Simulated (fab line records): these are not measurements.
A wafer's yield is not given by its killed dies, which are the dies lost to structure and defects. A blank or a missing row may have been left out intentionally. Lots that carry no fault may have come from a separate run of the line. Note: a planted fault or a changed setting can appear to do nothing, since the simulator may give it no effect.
A lot that was struck, set against a sound lot	flow sky130	16 steps out of a route of 708
Sound: wafers L733.2, L733.5, L733.6. Wafers struck: L742.4, L742.5, L742.6. Last of all comes the cause.
Each step with rows lists, per side, the tool, then ch with its chambers, then its first start. Under that, the readings that differ: sound wafers	struck wafers	difference of the means	sigmas: that difference in standard deviations of wafers without a fault.
alike: a reading whose means differ by less than 2 such deviations, as well as words and numbers matching on both sides. not compared: withheld readings; readings where some wafer has no value; bounds like >300 that might hide an equal value; numbers whose values overlap and for which the record gives no deviation.
Wherever a step has rows on one side only, a row that says differs or no value, or a row with sigmas, the two part there. Numbers that have no deviation but don't overlap get no sigmas and don't part them. A reading missing from all wafers of one side parts the sides only when that side holds two or more wafers.

first, 1 step without rows for these wafers: SKY_VT_ADJUST_NCORE_DEVELOP_06 (develop time 60 s).
SKY_VT_ADJUST_NCORE_CD_MEAS_07: target cd 380 nm.
  sound: cdSem-01 at day 10 03:29; struck: cdSem-02 at day 12 18:57
reading	sound	struck	difference	sigmas
cdNm (nm)	381.9 383.2 383.9	376.8 376.6 377.5	-6.0	-2
SKY_VT_ADJUST_NCORE_OVL_MEAS_08:
  sound: overlay-01 at day 10 03:36; struck: overlay-01 at day 12 19:02
  alike: VT_ADJUST_NCORE_OVL
after that, 1 step had no rows for these wafers: SKY_VT_ADJUST_NCORE_IMPLANT_09.
SKY_VT_ADJUST_NCORE_STRIP_10: strips in O2/N2.
  sound on plasmaAsher-04 ch 0,1, day 10 03:47; struck on plasmaAsher-03 ch 0,1, day 12 19:14
  alike: chamberPressureMTorr, drypumpMotorCurrentA, oesProductAu, stripTimeToEndpointS
  not compared: rfHoursCounterH
SKY_VT_ADJUST_NCORE_TW_MEAS_11:
  sound: filmMetro-04 at day 10 03:53; struck: filmMetro-04 at day 12 19:19
  alike: VT_ADJUST_NCORE_TW
then, 6 steps without rows for these wafers: SKY_VT_ADJUST_HVTR_DEHYDRATE_00 (time 60 s); SKY_VT_ADJUST_HVTR_HMDS_01 (prime time 60 s); SKY_VT_ADJUST_HVTR_COAT_02 (resist thk 1140 nm); SKY_VT_ADJUST_HVTR_SOFTBAKE_03 (time 60 s); SKY_VT_ADJUST_HVTR_EXPOSE_04 (exposes mask HVTRM, target cd 380 nm); SKY_VT_ADJUST_HVTR_PEB_05.
SKY_VT_ADJUST_HVTR_DEVELOP_06: develop time 60 s.
  sound on lithoTrack-03 ch 0, day 11 00:59; struck on lithoTrack-03 ch 0, day 13 20:35
SKY_VT_ADJUST_HVTR_CD_MEAS_07: target cd 380 nm.
  sound: cdSem-02 at day 11 01:07; struck: cdSem-01 at day 13 20:43
reading	sound	struck	difference	sigmas
cdNm (nm)	375.8 375.4 375.3	424.9 424.8 423.6	+48.9	+20
SKY_VT_ADJUST_HVTR_OVL_MEAS_08:
  sound: overlay-02 at day 11 01:14; struck: overlay-02 at day 13 20:47
  alike: VT_ADJUST_HVTR_OVL
-- the record jumps here: 35 days lie between the struck wafers' starts before and after (it left off in module VT_ADJUST_HVTR and takes up again in module PAD_OPEN, whose first step shown is number 708 of the route) --
SKY_PAD_OPEN_PROBE_99:
  sound: prober-02 at day 47 03:17; struck: prober-01 at day 49 04:16
  alike: killed_at_M0_to_M3, killed_at_M4_up, killedAtContacts, killedAtFrontEnd, killedAtOther, killedDies, killedOpen, killedShort

== WHERE THEY PART ==
Earliest at SKY_VT_ADJUST_NCORE_CD_MEAS_07; latest, in this record, at SKY_VT_ADJUST_HVTR_CD_MEAS_07. Later steps at which nothing parts them and some readings are alike: SKY_VT_ADJUST_HVTR_OVL_MEAS_08, SKY_PAD_OPEN_PROBE_99.

WHY: the cause the simulator had injected
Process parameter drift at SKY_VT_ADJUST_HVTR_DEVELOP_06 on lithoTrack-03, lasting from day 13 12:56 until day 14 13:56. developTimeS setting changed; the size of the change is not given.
